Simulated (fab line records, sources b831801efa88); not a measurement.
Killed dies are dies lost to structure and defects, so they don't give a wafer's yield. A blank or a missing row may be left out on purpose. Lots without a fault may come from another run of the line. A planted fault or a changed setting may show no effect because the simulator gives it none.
Chamber matching | flow gf180mcu | GF_POLY_GATE_ETCH_13 on rie_si-01: 4 sister chambers
The step etches poly-Si in HBr/Cl2, stops on SiO2, target depth 198.5 nm, time 69.6 s. 17 wafers are shown with their chamber, then 8 later ones without.

WAFERS WITH THEIR CHAMBER
wafer  | chamber | oes_product_au (a.u.) | throttle_valve_pct (%) | bias_w (W)
L669.1 | 3       | 0.994                 | 33.680                 | 100.1
L669.4 | 0       | 0.996                 | 33.690                 | 100.1
L669.5 | 1       | 0.982                 | 33.691                 | 99.8
L671.1 | 1       | 0.987                 | 33.693                 | 99.8
L671.5 | 2       | 0.995                 | 33.693                 | 100.5
L671.6 | 3       | 1.000                 | 33.679                 | 99.7
L672.1 | 1       | 0.981                 | 33.690                 | 99.6
L672.3 | 0       | 0.992                 | 33.666                 | 99.8
L672.6 | 1       | 0.985                 | 33.685                 | 99.8
L674.2 | 0       | 0.998                 | 33.686                 | 99.7
L674.4 | 1       | 1.001                 | 33.686                 | 100.1
L674.5 | 0       | 1.000                 | 33.688                 | 100.0
L679.2 | 1       | 0.989                 | 33.688                 | 99.9
L679.3 | 2       | 1.004                 | 33.684                 | 99.4
L679.4 | 3       | 0.993                 | 33.684                 | 100.2
L680.1 | 3       | 0.997                 | 33.680                 | 99.9
L680.3 | 1       | 0.996                 | 33.698                 | 100.5

SIGNATURES (means of the wafers above)
reading            | chamber 0 | chamber 1 | chamber 2 | chamber 3 | scatter within a chamber
oes_product_au     | 0.99650   | 0.98871   | 0.99950   | 0.99600   | 0.00576
throttle_valve_pct | 33.68250  | 33.69014  | 33.68850  | 33.68075  | 0.00648
bias_w             | 99.900    | 99.929    | 99.950    | 99.975    | 0.324
Rule: a wafer's distance from a chamber is the root of the sum, over the readings, of the square of ((its reading less the chamber's mean) divided by the reading's scatter). The wafer belongs to the nearest chamber; if the next one is less than 2 further off, it can't be placed. The scatter: the root of (the sum of the squares of (reading less its chamber's mean) over the shown wafers, divided by (wafers less chambers)).

WAFERS WITHOUT THEIR CHAMBER
wafer  | oes_product_au (a.u.) | throttle_valve_pct (%) | bias_w (W)
L680.6 | 0.995                 | 33.676                 | 100.0
L681.3 | 0.985                 | 33.683                 | 100.1
L681.4 | 0.998                 | 33.687                 | 100.9
L681.5 | 0.997                 | 33.674                 | 100.3
L689.5 | 0.992                 | 33.697                 | 99.2
L689.6 | 0.993                 | 33.697                 | 100.1
L691.3 | 0.991                 | 33.689                 | 100.1
L691.4 | 0.993                 | 33.694                 | 99.7

WHICH CHAMBER EACH WENT THROUGH
wafer  | from the rows above               | in truth
L680.6 | can't be placed: 3 or 0 or 2 or 1 | 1
L681.3 | can't be placed: 1 or 3 or 0 or 2 | 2
L681.4 | can't be placed: 2 or 3 or 0 or 1 | 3
L681.5 | can't be placed: 3 or 0 or 2 or 1 | 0
L689.5 | can't be placed: 1 or 2 or 0 or 3 | 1
L689.6 | can't be placed: 1 or 2 or 0 or 3 | 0
L691.3 | can't be placed: 1 or 0 or 2 or 3 | 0
L691.4 | can't be placed: 1 or 2 or 0 or 3 | 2
Placed correctly: 0 of 8. Can't be placed from these rows: 8 (the true chamber is among the candidates in 8). Placed wrongly: 0.
